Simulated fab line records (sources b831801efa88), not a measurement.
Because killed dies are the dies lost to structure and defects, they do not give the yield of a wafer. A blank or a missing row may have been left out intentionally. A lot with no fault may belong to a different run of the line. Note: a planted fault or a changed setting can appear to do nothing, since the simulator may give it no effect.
Which tool did it? :: flow sky130 :: 13 lots, 39 wafers sampled, at 6 steps of a route of 708

WHAT EACH GAUGE READ, for each wafer
SKY_PWDE_OVL_MEAS_07. Usual: PWDE_OVL typically reads 1.0 nm, with standard deviation 1.3.
lot: L660
measured: day 3 21:54
on: overlay-02
PWDE_OVL (nm): 0.7 -0.2 1.0
flag: 

lot: L663
measured: day 4 13:30
on: overlay-02
PWDE_OVL (nm): -0.8 0.0 -0.5
flag: 

lot: L664
measured: day 4 19:58
on: overlay-02
PWDE_OVL (nm): 3.1 3.0 1.9
flag: 

lot: L665
measured: day 4 22:48
on: overlay-02
PWDE_OVL (nm): 2.4 -0.4 1.5
flag: 

lot: L666
measured: day 5 05:30
on: overlay-02
PWDE_OVL (nm): 2.0 2.8 2.3
flag: 

lot: L667
measured: day 5 12:39
on: overlay-01
PWDE_OVL (nm): -0.4 1.6 2.9
flag: 

lot: L669
measured: day 5 23:20
on: overlay-01
PWDE_OVL (nm): 3.5 2.7 0.2
flag: 

lot: L670
measured: day 6 03:47
on: overlay-02
PWDE_OVL (nm): 0.9 -0.1 1.6
flag: 

lot: L671
measured: day 6 07:47
on: overlay-01
PWDE_OVL (nm): - - -
flag: OFF

lot: L672
measured: day 6 16:43
on: overlay-01
PWDE_OVL (nm): 0.0 1.0 0.3
flag: 

lot: L677
measured: day 7 20:06
on: overlay-01
PWDE_OVL (nm): 2.0 2.8 2.6
flag: 

lot: L681
measured: day 8 22:58
on: overlay-01
PWDE_OVL (nm): 0.4 2.3 0.4
flag: 

lot: L682
measured: day 9 04:26
on: overlay-01
PWDE_OVL (nm): 3.2 0.5 -0.2
flag: 

SKY_PWDE_TW_MEAS_10. Usual: PWDE_TW typically reads 377, with standard deviation 3.9.
lot: L660
measured: day 3 22:11
on: filmMetro-03
PWDE_TW: 381 379 381
flag: 

lot: L663
measured: day 4 13:47
on: filmMetro-02
PWDE_TW: 373 370 372
flag: 

lot: L664
measured: day 4 20:15
on: filmMetro-02
PWDE_TW: 371 373 371
flag: 

lot: L665
measured: day 4 23:05
on: filmMetro-03
PWDE_TW: 382 382 379
flag: 

lot: L666
measured: day 5 05:47
on: filmMetro-01
PWDE_TW: 380 380 378
flag: 

lot: L667
measured: day 5 12:56
on: filmMetro-03
PWDE_TW: 379 382 377
flag: 

lot: L669
measured: day 5 23:38
on: filmMetro-02
PWDE_TW: 372 373 373
flag: 

lot: L670
measured: day 6 04:04
on: filmMetro-02
PWDE_TW: 374 373 371
flag: 

lot: L671
measured: day 6 08:05
on: filmMetro-03
PWDE_TW: 30 30 30
flag: OFF

lot: L672
measured: day 6 17:00
on: filmMetro-02
PWDE_TW: 372 373 372
flag: 

lot: L677
measured: day 7 20:23
on: filmMetro-01
PWDE_TW: 382 381 380
flag: 

lot: L681
measured: day 8 23:23
on: filmMetro-02
PWDE_TW: 371 372 371
flag: 

lot: L682
measured: day 9 04:44
on: filmMetro-03
PWDE_TW: 379 379 379
flag: 

SKY_VT_ADJUST_LVTN_OVL_MEAS_18. Usual: VT_ADJUST_LVTN_01_OVL typically reads 0.0 nm, with standard deviation 1.3.
lot: L660
measured: day 7 17:56
on: overlay-02
VT_ADJUST_LVTN_01_OVL (nm): 1.6 1.6 1.1
flag: 

lot: L663
measured: day 8 11:29
on: overlay-01
VT_ADJUST_LVTN_01_OVL (nm): -1.7 1.3 0.8
flag: 

lot: L664
measured: day 8 20:35
on: overlay-02
VT_ADJUST_LVTN_01_OVL (nm): 2.8 1.0 1.1
flag: 

lot: L665
measured: day 8 23:41
on: overlay-02
VT_ADJUST_LVTN_01_OVL (nm): 1.4 -1.2 -1.7
flag: 

lot: L666
measured: day 9 07:11
on: overlay-02
VT_ADJUST_LVTN_01_OVL (nm): -0.7 0.9 1.4
flag: 

lot: L667
measured: day 9 16:56
on: overlay-02
VT_ADJUST_LVTN_01_OVL (nm): -0.1 -0.1 1.5
flag: 

lot: L669
measured: day 10 05:14
on: overlay-02
VT_ADJUST_LVTN_01_OVL (nm): -1.3 0.6 -1.7
flag: 

lot: L670
measured: day 10 12:02
on: overlay-02
VT_ADJUST_LVTN_01_OVL (nm): -2.0 -1.5 -1.9
flag: 

lot: L671
measured: day 10 15:50
on: overlay-02
VT_ADJUST_LVTN_01_OVL (nm): -1.8 -1.1 -0.8
flag: 

lot: L672
measured: day 11 02:14
on: overlay-01
VT_ADJUST_LVTN_01_OVL (nm): 1.2 2.0 0.9
flag: 

lot: L677
measured: day 12 14:38
on: overlay-01
VT_ADJUST_LVTN_01_OVL (nm): -0.1 0.8 -0.7
flag: 

lot: L681
measured: day 13 22:57
on: overlay-02
VT_ADJUST_LVTN_01_OVL (nm): -2.5 -0.8 -0.1
flag: 

lot: L682
measured: day 14 05:05
on: overlay-01
VT_ADJUST_LVTN_01_OVL (nm): -1.5 -0.5 -1.5
flag: 

WHAT TOOL EACH LOT RAN ON (gives the tool, then ch and the chambers of the sampled wafers, and finally the start)
lot: L660
SKY_PWDE_EXPOSE_04: ilineStepper-01 ch 0, day 3 14:01
SKY_NWELL_STRIP_25: plasmaAsher-01 ch 0,1, day 5 08:41
SKY_VT_ADJUST_LVTN_STRIP_09: plasmaAsher-04 ch 1, day 6 22:04

lot: L663
SKY_PWDE_EXPOSE_04: ilineStepper-01 ch 0, day 4 04:44
SKY_NWELL_STRIP_25: plasmaAsher-03 ch 0,1, day 6 00:50
SKY_VT_ADJUST_LVTN_STRIP_09: plasmaAsher-03 ch 0,1, day 7 16:28

lot: L664
SKY_PWDE_EXPOSE_04: ilineStepper-01 ch 0, day 4 11:49
SKY_NWELL_STRIP_25: plasmaAsher-02 ch 0,1, day 6 08:14
SKY_VT_ADJUST_LVTN_STRIP_09: plasmaAsher-02 ch 1, day 7 23:55

lot: L665
SKY_PWDE_EXPOSE_04: ilineStepper-02 ch 0, day 4 14:59
SKY_NWELL_STRIP_25: plasmaAsher-03 ch 1, day 6 11:26
SKY_VT_ADJUST_LVTN_STRIP_09: plasmaAsher-02 ch 0,1, day 8 03:25

lot: L666
SKY_PWDE_EXPOSE_04: ilineStepper-02 ch 0, day 4 20:50
SKY_NWELL_STRIP_25: plasmaAsher-03 ch 0,1, day 6 17:44
SKY_VT_ADJUST_LVTN_STRIP_09: plasmaAsher-03 ch 0,1, day 8 09:37

lot: L667
SKY_PWDE_EXPOSE_04: ilineStepper-01 ch 0, day 5 03:31
SKY_NWELL_STRIP_25: plasmaAsher-01 ch 0,1, day 7 02:17
SKY_VT_ADJUST_LVTN_STRIP_09: plasmaAsher-04 ch 0,1, day 8 19:05

lot: L669
SKY_PWDE_EXPOSE_04: ilineStepper-02 ch 0, day 5 15:11
SKY_NWELL_STRIP_25: plasmaAsher-02 ch 0,1, day 7 14:02
SKY_VT_ADJUST_LVTN_STRIP_09: plasmaAsher-04 ch 0, day 9 07:29

lot: L670
SKY_PWDE_EXPOSE_04: ilineStepper-01 ch 0, day 5 18:34
SKY_NWELL_STRIP_25: plasmaAsher-01 ch 0,1, day 7 19:16
SKY_VT_ADJUST_LVTN_STRIP_09: plasmaAsher-03 ch 0,1, day 9 13:32

lot: L671
SKY_PWDE_EXPOSE_04: ilineStepper-02 ch 0, day 5 22:53
SKY_NWELL_STRIP_25: plasmaAsher-01 ch 0,1, day 7 23:02
SKY_VT_ADJUST_LVTN_STRIP_09: plasmaAsher-03 ch 0,1, day 9 17:49

lot: L672
SKY_PWDE_EXPOSE_04: ilineStepper-02 ch 0, day 6 07:43
SKY_NWELL_STRIP_25: plasmaAsher-03 ch 0,1, day 8 07:43
SKY_VT_ADJUST_LVTN_STRIP_09: plasmaAsher-04 ch 0,1, day 10 03:47

lot: L677
SKY_PWDE_EXPOSE_04: ilineStepper-02 ch 0, day 7 10:29
SKY_NWELL_STRIP_25: plasmaAsher-01 ch 0,1, day 9 15:14
SKY_VT_ADJUST_LVTN_STRIP_09: plasmaAsher-03 ch 0,1, day 11 13:37

lot: L681
SKY_PWDE_EXPOSE_04: ilineStepper-02 ch 0, day 8 12:55
SKY_NWELL_STRIP_25: plasmaAsher-01 ch 0,1, day 10 20:15
SKY_VT_ADJUST_LVTN_STRIP_09: plasmaAsher-03 ch 0,1, day 12 21:36

lot: L682
SKY_PWDE_EXPOSE_04: ilineStepper-01 ch 0, day 8 17:29
SKY_NWELL_STRIP_25: plasmaAsher-02 ch 0,1, day 11 01:08
SKY_VT_ADJUST_LVTN_STRIP_09: plasmaAsher-03 ch 0,1, day 13 03:07
- SKY_PWDE_EXPOSE_04: exposes mask PWDEM, target cd 840 nm.
- SKY_NWELL_STRIP_25: strips in O2/N2.
- SKY_VT_ADJUST_LVTN_STRIP_09: strips in O2/N2.

WHAT THE TOOLS THEMSELVES READ (means of the sampled wafers that have a number; where no wafer has one, the mark that the record gives instead)
SKY_PWDE_EXPOSE_04. Usual: stageVelMmS 500.08 mm/s, standard deviation 0.28.
lot: L660
tool: ilineStepper-01
stageVelMmS (mm/s): 500.41
flag: 

lot: L663
tool: ilineStepper-01
stageVelMmS (mm/s): 500.11
flag: 

lot: L664
tool: ilineStepper-01
stageVelMmS (mm/s): 500.10
flag: 

lot: L665
tool: ilineStepper-02
stageVelMmS (mm/s): 500.02
flag: 

lot: L666
tool: ilineStepper-02
stageVelMmS (mm/s): 500.44
flag: 

lot: L667
tool: ilineStepper-01
stageVelMmS (mm/s): 499.87
flag: 

lot: L669
tool: ilineStepper-02
stageVelMmS (mm/s): 500.06
flag: 

lot: L670
tool: ilineStepper-01
stageVelMmS (mm/s): 500.41
flag: 

lot: L671
tool: ilineStepper-02
stageVelMmS (mm/s): 499.73
flag: 

lot: L672
tool: ilineStepper-02
stageVelMmS (mm/s): 500.13
flag: 

lot: L677
tool: ilineStepper-02
stageVelMmS (mm/s): 499.61
flag: 

lot: L681
tool: ilineStepper-02
stageVelMmS (mm/s): 500.00
flag: 

lot: L682
tool: ilineStepper-01
stageVelMmS (mm/s): 500.01
flag: 

SKY_NWELL_STRIP_25. Usual: drypumpMotorCurrentA 5.8 A, standard deviation 0.41; n2FlowSccm 300.2 sccm, standard deviation 0.74; oesProductAu 0.721 a.u., standard deviation 0.0048; stripTimeToEndpointS 37.05 s, standard deviation 0.11.
lot: L660
tool: plasmaAsher-01
drypumpMotorCurrentA (A): 5.4
n2FlowSccm (sccm): 301.0
oesProductAu (a.u.): 0.725
stripTimeToEndpointS (s): 37.02
flag: 

lot: L663
tool: plasmaAsher-03
drypumpMotorCurrentA (A): 6.1
n2FlowSccm (sccm): 299.9
oesProductAu (a.u.): 0.723
stripTimeToEndpointS (s): 37.06
flag: 

lot: L664
tool: plasmaAsher-02
drypumpMotorCurrentA (A): 6.0
n2FlowSccm (sccm): 299.2
oesProductAu (a.u.): 0.723
stripTimeToEndpointS (s): 37.12
flag: 

lot: L665
tool: plasmaAsher-03
drypumpMotorCurrentA (A): 5.9
n2FlowSccm (sccm): 300.3
oesProductAu (a.u.): 0.720
stripTimeToEndpointS (s): 36.95
flag: 

lot: L666
tool: plasmaAsher-03
drypumpMotorCurrentA (A): 6.4
n2FlowSccm (sccm): 299.9
oesProductAu (a.u.): 0.726
stripTimeToEndpointS (s): 36.96
flag: 

lot: L667
tool: plasmaAsher-01
drypumpMotorCurrentA (A): 5.3
n2FlowSccm (sccm): 300.0
oesProductAu (a.u.): 0.720
stripTimeToEndpointS (s): 37.23
flag: 

lot: L669
tool: plasmaAsher-02
drypumpMotorCurrentA (A): 5.9
n2FlowSccm (sccm): 299.3
oesProductAu (a.u.): 0.722
stripTimeToEndpointS (s): 36.81
flag: 

lot: L670
tool: plasmaAsher-01
drypumpMotorCurrentA (A): 5.3
n2FlowSccm (sccm): 299.9
oesProductAu (a.u.): 0.723
stripTimeToEndpointS (s): 37.06
flag: 

lot: L671
tool: plasmaAsher-01
drypumpMotorCurrentA (A): 5.3
n2FlowSccm (sccm): 300.8
oesProductAu (a.u.): 0.722
stripTimeToEndpointS (s): 37.03
flag: 

lot: L672
tool: plasmaAsher-03
drypumpMotorCurrentA (A): 6.3
n2FlowSccm (sccm): 300.2
oesProductAu (a.u.): 0.719
stripTimeToEndpointS (s): 36.88
flag: 

lot: L677
tool: plasmaAsher-01
drypumpMotorCurrentA (A): 5.3
n2FlowSccm (sccm): 300.6
oesProductAu (a.u.): 0.722
stripTimeToEndpointS (s): 37.08
flag: 

lot: L681
tool: plasmaAsher-01
drypumpMotorCurrentA (A): 5.3
n2FlowSccm (sccm): 299.6
oesProductAu (a.u.): 0.722
stripTimeToEndpointS (s): 37.20
flag: 

lot: L682
tool: plasmaAsher-02
drypumpMotorCurrentA (A): 5.9
n2FlowSccm (sccm): 300.8
oesProductAu (a.u.): 0.722
stripTimeToEndpointS (s): 36.90
flag: 

SKY_VT_ADJUST_LVTN_STRIP_09. Usual: drypumpMotorCurrentA 5.7 A, standard deviation 0.53; n2FlowSccm 300.0 sccm, standard deviation 0.91; oesProductAu 0.722 a.u., standard deviation 0.0049; stripTimeToEndpointS 37.02 s, standard deviation 0.091.
lot: L660
tool: plasmaAsher-04
drypumpMotorCurrentA (A): 5.1
n2FlowSccm (sccm): 301.9
oesProductAu (a.u.): 0.718
stripTimeToEndpointS (s): 36.97
flag: 

lot: L663
tool: plasmaAsher-03
drypumpMotorCurrentA (A): 6.3
n2FlowSccm (sccm): 299.4
oesProductAu (a.u.): 0.720
stripTimeToEndpointS (s): 37.07
flag: 

lot: L664
tool: plasmaAsher-02
drypumpMotorCurrentA (A): 6.0
n2FlowSccm (sccm): 300.5
oesProductAu (a.u.): 0.725
stripTimeToEndpointS (s): 37.00
flag: 

lot: L665
tool: plasmaAsher-02
drypumpMotorCurrentA (A): 6.0
n2FlowSccm (sccm): 300.5
oesProductAu (a.u.): 0.726
stripTimeToEndpointS (s): 36.94
flag: 

lot: L666
tool: plasmaAsher-03
drypumpMotorCurrentA (A): 6.3
n2FlowSccm (sccm): 300.0
oesProductAu (a.u.): 0.725
stripTimeToEndpointS (s): 36.83
flag: 

lot: L667
tool: plasmaAsher-04
drypumpMotorCurrentA (A): 5.2
n2FlowSccm (sccm): 300.2
oesProductAu (a.u.): 0.724
stripTimeToEndpointS (s): 37.04
flag: 

lot: L669
tool: plasmaAsher-04
drypumpMotorCurrentA (A): 5.2
n2FlowSccm (sccm): 300.7
oesProductAu (a.u.): 0.721
stripTimeToEndpointS (s): 37.22
flag: 

lot: L670
tool: plasmaAsher-03
drypumpMotorCurrentA (A): 6.3
n2FlowSccm (sccm): 299.3
oesProductAu (a.u.): 0.721
stripTimeToEndpointS (s): 36.98
flag: 

lot: L671
tool: plasmaAsher-03
drypumpMotorCurrentA (A): 6.3
n2FlowSccm (sccm): 299.2
oesProductAu (a.u.): 0.727
stripTimeToEndpointS (s): 36.99
flag: 

lot: L672
tool: plasmaAsher-04
drypumpMotorCurrentA (A): 5.2
n2FlowSccm (sccm): 300.2
oesProductAu (a.u.): 0.724
stripTimeToEndpointS (s): 37.09
flag: 

lot: L677
tool: plasmaAsher-03
drypumpMotorCurrentA (A): 6.3
n2FlowSccm (sccm): 299.2
oesProductAu (a.u.): 0.721
stripTimeToEndpointS (s): 36.99
flag: 

lot: L681
tool: plasmaAsher-03
drypumpMotorCurrentA (A): 6.1
n2FlowSccm (sccm): 299.4
oesProductAu (a.u.): 0.726
stripTimeToEndpointS (s): 36.98
flag: 

lot: L682
tool: plasmaAsher-03
drypumpMotorCurrentA (A): 6.1
n2FlowSccm (sccm): 299.4
oesProductAu (a.u.): 0.718
stripTimeToEndpointS (s): 36.97
flag: 

THE ANSWER, worked out from the rows above alone
Rule: lot off if the mean of its wafers having a number is beyond 3 standard deviations from the usual mean. Also off: a lot with no number at a reading for which 4 or more lots have one. The other lots that the step has rows for count as sound. Order of review: gauges by route order, followed by the tools' own readings, for which a lot's mean as printed above is used. The first step at which some lot is off is used, and at that step the reading that is off furthest; a lot without a number counts as furthest.
Off: L671, at SKY_PWDE_OVL_MEAS_07 (PWDE_OVL). Without a number there: L671.
A tool fits if, at a process step before that reading, it ran every lot that is off, and no sound lot after the first of them. The gauges at SKY_PWDE_OVL_MEAS_07 aren't tried: what is off there is off at SKY_PWDE_TW_MEAS_10 too, on other tools, and a gauge's error can't cause that. No candidate that was tried fits.

WHAT THE SIMULATOR PUT IN
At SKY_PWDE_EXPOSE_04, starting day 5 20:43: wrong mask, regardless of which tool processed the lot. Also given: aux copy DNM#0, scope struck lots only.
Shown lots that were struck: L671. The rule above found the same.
